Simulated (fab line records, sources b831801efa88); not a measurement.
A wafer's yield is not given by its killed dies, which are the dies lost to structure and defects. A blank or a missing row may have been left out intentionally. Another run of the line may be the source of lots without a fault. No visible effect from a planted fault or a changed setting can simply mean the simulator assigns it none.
What tool caused it?    flow sky130    24 lots, 72 wafers sampled, at 6 steps of a route of 708

WHAT THE GAUGES SHOWED, per wafer
SKY_SPACER_THK_MEAS_01. Usual: SPACER_CVD_00_THK typically reads 42.9 nm, with standard deviation 0.45.
lot   measured      on             SPACER_CVD_00_THK (nm)  flag
L074  day 23 17:10  film_metro-04  42.2 42.0 42.6          
L075  day 23 18:23  film_metro-04  43.8 43.8 44.1          
L076  day 24 05:52  film_metro-03  43.2 43.3 43.5          
L077  day 24 19:47  film_metro-03  42.9 42.6 42.7          
L078  day 25 11:19  film_metro-04  42.8 42.5 42.6          
L079  day 25 09:25  film_metro-03  43.4 43.5 43.6          
L080  day 25 19:20  film_metro-01  43.3 43.2 42.9          
L081  day 25 21:19  film_metro-01  42.3 42.2 42.3          
L082  day 26 01:58  film_metro-04  42.9 43.1 42.8          
L083  day 26 20:23  film_metro-04  43.4 42.9 43.1          
L084  day 26 19:12  film_metro-01  42.8 42.8 43.1          
L085  day 27 06:49  film_metro-04  42.4 42.8 43.2          
L086  day 27 08:16  film_metro-03  42.9 42.8 42.5          
L087  day 27 11:11  film_metro-01  43.2 43.1 43.2          
L088  day 27 22:25  film_metro-04  42.9 43.0 42.6          
L089  day 28 02:59  film_metro-01  42.9 43.2 43.3          
L090  day 28 13:13  film_metro-04  43.2 43.2 43.3          
L091  day 28 16:31  film_metro-01  43.3 43.2 43.4          
L092  day 29 03:44  film_metro-04  42.7 42.9 42.9          
L093  day 29 08:37  film_metro-01  43.0 43.0 43.1          
L094  day 29 17:04  film_metro-04  42.6 42.3 42.7          
L095  day 30 05:32  film_metro-01  42.1 42.2 42.2          
L096  day 30 07:56  film_metro-04  42.5 42.7 42.3          
L097  day 30 15:46  film_metro-01  43.1 43.2 42.4          

SKY_METAL1_THK_MEAS_06: measures by xrf. Usual: METAL1_ALCU_THK typically reads 246.5 nm, with standard deviation 2.9.
lot   measured      on             METAL1_ALCU_THK (nm)  flag
L074  day 32 07:31  film_metro-03  243.4 250.7 248.5     
L075  day 32 10:32  film_metro-04  251.2 246.5 251.7     
L076  day 32 22:46  film_metro-01  243.5 243.7 244.3     
L077  day 33 10:35  film_metro-04  245.8 246.2 240.3     
L078  day 33 22:45  film_metro-04  244.7 247.4 245.3     
L079  day 33 21:13  film_metro-03  245.7 246.1 244.7     
L080  day 34 06:42  film_metro-01  248.9 245.2 248.2     
L081  day 34 08:03  film_metro-01  243.0 248.3 246.0     
L082  day 34 11:46  film_metro-04  243.6 245.8 244.7     
L083  day 35 04:35  film_metro-01  246.1 244.2 249.3     
L084  day 35 02:20  film_metro-03  248.5 249.8 250.6     
L085  day 35 13:06  film_metro-01  251.1 252.5 250.8     
L086  day 35 16:08  film_metro-01  242.2 246.1 249.2     
L087  day 35 16:19  film_metro-03  245.3 248.7 249.3     
L088  day 36 01:37  film_metro-01  243.4 247.8 246.4     
L089  day 36 07:01  film_metro-04  247.0 244.0 240.4     
L090  day 36 15:22  film_metro-04  248.4 245.8 242.9     
L091  day 36 17:59  film_metro-01  243.9 249.2 252.9     
L092  day 37 06:15  film_metro-01  241.3 244.7 240.8     
L093  day 37 12:21  film_metro-04  241.8 248.0 242.9     
L094  day 37 16:59  film_metro-04  245.5 249.8 245.8     
L095  day 38 06:27  film_metro-01  254.6 244.6 245.7     
L096  day 38 07:22  film_metro-04  243.8 244.8 244.0     
L097  day 38 14:51  film_metro-01  243.8 246.3 247.3     

SKY_VIA1_THK_MEAS_23: measures by xrf. Usual: VIA1_W_THK typically reads 272 nm, with standard deviation 4.5.
lot   measured      on             VIA1_W_THK (nm)  flag
L074  day 34 15:44  film_metro-02  276 272 274      
L075  day 34 18:31  film_metro-03  272 274 272      
L076  day 35 06:10  film_metro-02  285 284 274      
L077  day 35 17:34  film_metro-02  268 277 271      
L078  day 36 05:13  film_metro-04  273 278 278      
L079  day 36 04:46  film_metro-04  273 268 268      
L080  day 36 12:41  film_metro-03  272 272 275      
L081  day 36 14:45  film_metro-03  272 264 269      
L082  day 36 18:01  film_metro-02  282 274 280      
L083  day 37 10:06  film_metro-04  276 270 274      
L084  day 37 07:58  film_metro-04  272 280 270      
L085  day 37 19:00  film_metro-03  278 269 273      
L086  day 37 20:40  film_metro-03  267 272 267      
L087  day 37 21:01  film_metro-03  270 262 273      
L088  day 38 06:07  film_metro-04  280 266 267      
L089  day 38 12:34  film_metro-03  267 275 269      
L090  day 38 19:02  film_metro-03  266 273 271      
L091  day 38 22:52  film_metro-04  270 268 274      
L092  day 39 10:44  film_metro-04  271 276 274      
L093  day 39 16:45  film_metro-03  268 268 271      
L094  day 39 20:22  film_metro-03  268 267 274      
L095  day 40 11:38  film_metro-02  269 270 269      
L096  day 40 11:54  film_metro-03  266 263 271      
L097  day 40 18:37  film_metro-03  272 270 269      

SKY_METAL5_RS_MEAS_05: measures by four-point-probe. Usual: METAL5_ALCU_RS typically reads 0.0271 ohm/sq, with standard deviation 0.00041.
lot   measured      on             METAL5_ALCU_RS (ohm/sq)  flag
L074  day 43 10:13  film_metro-01  0.0267 0.0274 0.0274     
L075  day 43 10:58  film_metro-03  0.0268 0.0264 0.0265     
L076  day 43 22:11  film_metro-04  0.0269 0.0269 0.0277     
L077  day 44 07:14  film_metro-03  0.0279 0.0273 0.0273     
L078  day 44 15:53  film_metro-03  0.0273 0.0265 0.0274     
L079  day 44 17:00  film_metro-03  0.0269 0.0272 0.0276     
L080  day 44 23:59  film_metro-03  0.0275 0.0273 0.0281     
L081  day 45 02:07  film_metro-01  0.0277 0.0268 0.0266     
L082  day 45 05:01  film_metro-01  0.0265 0.0269 0.0271     
L083  day 45 17:07  film_metro-01  0.0269 0.0273 0.0267     
L084  day 45 15:06  film_metro-04  0.0278 0.0272 0.0271     
L085  day 46 01:39  film_metro-03  0.0272 0.0270 0.0272     
L086  day 46 02:01  film_metro-04  0.0274 0.0274 0.0268     
L087  day 46 03:21  film_metro-01  0.0268 0.0264 0.0268     
L088  day 46 10:28  film_metro-01  0.0270 0.0269 0.0262     
L089  day 46 16:08  film_metro-04  0.0276 0.0274 0.0268     
L090  day 46 22:16  film_metro-04  0.0278 0.0273 0.0274     
L091  day 47 01:34  film_metro-01  0.0269 0.0278 0.0271     
L092  day 47 08:52  film_metro-01  0.0269 0.0271 0.0270     
L093  day 47 17:17  film_metro-04  0.0271 0.0263 0.0263     
L094  day 47 20:41  film_metro-04  0.0279 0.0275 0.0274     
L095  day 48 07:18  film_metro-04  0.0270 0.0275 0.0273     
L096  day 48 08:40  film_metro-03  0.0277 0.0270 0.0276     
L097  day 48 13:17  film_metro-04  0.0263 0.0271 0.0268     

TOOL THAT RAN EACH LOT (tool first, then ch and the chambers of the sampled wafers, then the start)
lot   SKY_VT_ADJUST_HVTR_STRIP_10           SKY_VIA1_STRIP_16
L074  plasma_asher-02 ch 0,1, day 9 15:52   plasma_asher-02 ch 0,1, day 34 14:53
L075  plasma_asher-01 ch 1, day 9 20:41     plasma_asher-02 ch 0, day 34 17:38
L076  plasma_asher-03 ch 0,1, day 10 04:53  plasma_asher-01 ch 0,1, day 35 05:19
L077  plasma_asher-01 ch 0,1, day 10 17:27  plasma_asher-04 ch 0,1, day 35 16:43
L078  plasma_asher-03 ch 0,1, day 11 02:56  plasma_asher-04 ch 0,1, day 36 04:19
L079  plasma_asher-02 ch 0,1, day 11 03:53  plasma_asher-01 ch 0,1, day 36 03:50
L080  plasma_asher-01 ch 0,1, day 11 09:25  plasma_asher-01 ch 0,1, day 36 11:47
L081  plasma_asher-02 ch 0,1, day 11 17:17  plasma_asher-02 ch 0, day 36 13:50
L082  plasma_asher-02 ch 0,1, day 12 01:14  plasma_asher-01 ch 0,1, day 36 17:08
L083  plasma_asher-03 ch 0,1, day 12 13:10  plasma_asher-01 ch 0,1, day 37 09:14
L084  plasma_asher-01 ch 0,1, day 12 13:29  plasma_asher-04 ch 0,1, day 37 07:07
L085  plasma_asher-03 ch 0,1, day 12 20:02  plasma_asher-01 ch 0,1, day 37 18:08
L086  plasma_asher-03 ch 0,1, day 13 03:47  plasma_asher-01 ch 0,1, day 37 19:47
L087  plasma_asher-02 ch 0,1, day 13 10:08  plasma_asher-04 ch 0,1, day 37 20:06
L088  plasma_asher-03 ch 0,1, day 13 19:55  plasma_asher-02 ch 0,1, day 38 05:16
L089  plasma_asher-01 ch 0,1, day 14 00:40  plasma_asher-02 ch 0,1, day 38 11:43
L090  plasma_asher-02 ch 0,1, day 14 05:28  plasma_asher-04 ch 1, day 38 18:05
L091  plasma_asher-02 ch 0,1, day 14 12:20  plasma_asher-01 ch 0,1, day 38 21:53
L092  plasma_asher-02 ch 0,1, day 14 20:11  plasma_asher-04 ch 0,1, day 39 09:52
L093  plasma_asher-01 ch 0,1, day 15 03:25  plasma_asher-02 ch 0,1, day 39 15:50
L094  plasma_asher-02 ch 0,1, day 15 10:08  plasma_asher-01 ch 0,1, day 39 19:29
L095  plasma_asher-01 ch 0,1, day 15 19:14  plasma_asher-04 ch 0,1, day 40 10:41
L096  plasma_asher-01 ch 0,1, day 16 01:05  plasma_asher-01 ch 0,1, day 40 11:02
L097  plasma_asher-01 ch 0,1, day 16 04:49  plasma_asher-04 ch 0,1, day 40 17:46
- SKY_VT_ADJUST_HVTR_STRIP_10: strips in O2/N2.
- SKY_VIA1_STRIP_16: strips in O2/N2.

WHAT THE TOOLS THEMSELVES READ (means of the sampled wafers that have a number; where no wafer has one, the mark that the record gives instead)
SKY_VT_ADJUST_HVTR_STRIP_10. Usual: chamber_pressure_mTorr 1500.0 mTorr, standard deviation 1.5; drypump_motor_current_A 5.63 A, standard deviation 0.28; o2_flow_sccm 3000 sccm, standard deviation 8.3; oes_product_au 0.716 a.u., standard deviation 0.0044; strip_time_to_endpoint_s 14.20 s, standard deviation 0.042.
lot   tool             chamber_pressure_mTorr (mTorr)  drypump_motor_current_A (A)  o2_flow_sccm (sccm)  oes_product_au (a.u.)  strip_time_to_endpoint_s (s)  flag
L074  plasma_asher-02  1499.6                          5.63                         2999                 0.719                  14.20                         
L075  plasma_asher-01  1501.6                          5.68                         2995                 0.715                  14.17                         
L076  plasma_asher-03  1499.8                          5.62                         3007                 0.711                  14.11                         
L077  plasma_asher-01  1500.0                          5.68                         2999                 0.715                  14.22                         
L078  plasma_asher-03  1500.3                          5.38                         2998                 0.719                  14.17                         
L079  plasma_asher-02  1500.6                          5.61                         3003                 0.715                  14.26                         
L080  plasma_asher-01  1499.9                          5.62                         3005                 0.714                  14.20                         
L081  plasma_asher-02  1499.5                          5.62                         2999                 0.716                  14.23                         
L082  plasma_asher-02  1499.1                          5.81                         2997                 0.717                  14.28                         
L083  plasma_asher-03  1498.7                          5.38                         3000                 0.712                  14.17                         
L084  plasma_asher-01  1500.0                          5.65                         3002                 0.713                  14.19                         
L085  plasma_asher-03  1500.1                          5.37                         3001                 0.717                  14.22                         
L086  plasma_asher-03  1500.0                          5.62                         3001                 0.715                  14.18                         
L087  plasma_asher-02  1500.8                          5.62                         2990                 0.712                  14.14                         
L088  plasma_asher-03  1500.0                          5.61                         3001                 0.715                  14.21                         
L089  plasma_asher-01  1499.6                          5.64                         2996                 0.719                  14.21                         
L090  plasma_asher-02  1499.6                          5.63                         3000                 0.718                  14.25                         
L091  plasma_asher-02  1499.0                          5.62                         3007                 0.717                  14.21                         
L092  plasma_asher-02  1499.2                          5.83                         3002                 0.718                  14.15                         
L093  plasma_asher-01  1499.9                          5.68                         2990                 0.716                  14.17                         
L094  plasma_asher-02  1500.6                          5.63                         2999                 0.717                  14.20                         
L095  plasma_asher-01  1500.3                          5.68                         3004                 0.716                  14.21                         
L096  plasma_asher-01  1501.1                          5.68                         2999                 0.717                  14.20                         
L097  plasma_asher-01  1498.9                          5.62                         3006                 0.717                  14.14                         

SKY_VIA1_STRIP_16. Usual: chamber_pressure_mTorr 1499.8 mTorr, standard deviation 1.5; drypump_motor_current_A 5.67 A, standard deviation 0.22; o2_flow_sccm 2999 sccm, standard deviation 9; oes_product_au 0.415 a.u., standard deviation 0.0048; strip_time_to_endpoint_s 4.454 s, standard deviation 0.026.
lot   tool             chamber_pressure_mTorr (mTorr)  drypump_motor_current_A (A)  o2_flow_sccm (sccm)  oes_product_au (a.u.)  strip_time_to_endpoint_s (s)  flag
L074  plasma_asher-02  1499.4                          5.62                         2994                 0.418                  4.475                         
L075  plasma_asher-02  1500.3                          5.42                         3013                 0.417                  4.430                         
L076  plasma_asher-01  1498.9                          5.67                         2990                 0.414                  4.455                         
L077  plasma_asher-04  1499.9                          5.58                         3000                 0.419                  4.450                         
L078  plasma_asher-04  1501.0                          5.74                         3005                 0.415                  4.474                         
L079  plasma_asher-01  1499.3                          5.66                         3002                 0.417                  4.478                         
L080  plasma_asher-01  1500.4                          5.62                         3000                 0.417                  4.463                         
L081  plasma_asher-02  1500.5                          5.41                         2997                 0.419                  4.431                         
L082  plasma_asher-01  1499.0                          5.63                         3004                 0.412                  4.458                         
L083  plasma_asher-01  1499.8                          5.61                         3002                 0.422                  4.488                         
L084  plasma_asher-04  1498.8                          5.75                         2997                 0.415                  4.449                         
L085  plasma_asher-01  1500.3                          5.62                         2999                 0.416                  4.424                         
L086  plasma_asher-01  1500.3                          5.63                         2994                 0.416                  4.489                         
L087  plasma_asher-04  1499.8                          5.74                         3007                 0.416                  4.457                         
L088  plasma_asher-02  1499.2                          5.62                         2998                 0.414                  4.432                         
L089  plasma_asher-02  1499.4                          5.83                         2991                 0.414                  4.442                         
L090  plasma_asher-04  1499.3                          5.91                         3006                 0.412                  4.451                         
L091  plasma_asher-01  1501.6                          5.63                         2987                 0.412                  4.457                         
L092  plasma_asher-04  1500.2                          5.60                         3005                 0.414                  4.435                         
L093  plasma_asher-02  1499.6                          5.82                         2997                 0.413                  4.427                         
L094  plasma_asher-01  1500.3                          5.66                         3000                 0.416                  4.480                         
L095  plasma_asher-04  1500.3                          5.59                         2995                 0.416                  4.466                         
L096  plasma_asher-01  1499.6                          5.60                         3003                 0.411                  4.475                         
L097  plasma_asher-04  1500.1                          5.58                         2994                 0.413                  4.442                         

THE ANSWER, worked out from the rows above alone
Rule: take the mean of a lot's wafers that have a number; if it is more than 3 standard deviations from the usual mean, the lot is off. Also off: a lot with no number at a reading for which 4 or more lots have one. Any other lot the step has rows for is counted as sound. Order of review: gauges by route order, followed by the tools' own readings, for which a lot's mean as printed above is used. At the first step where some lot is off, the reading lying furthest off is the one used; lots without a number count as furthest.
Nothing can be told from this: no lot is off at any reading shown.

WHAT THE SIMULATOR HAD PUT IN
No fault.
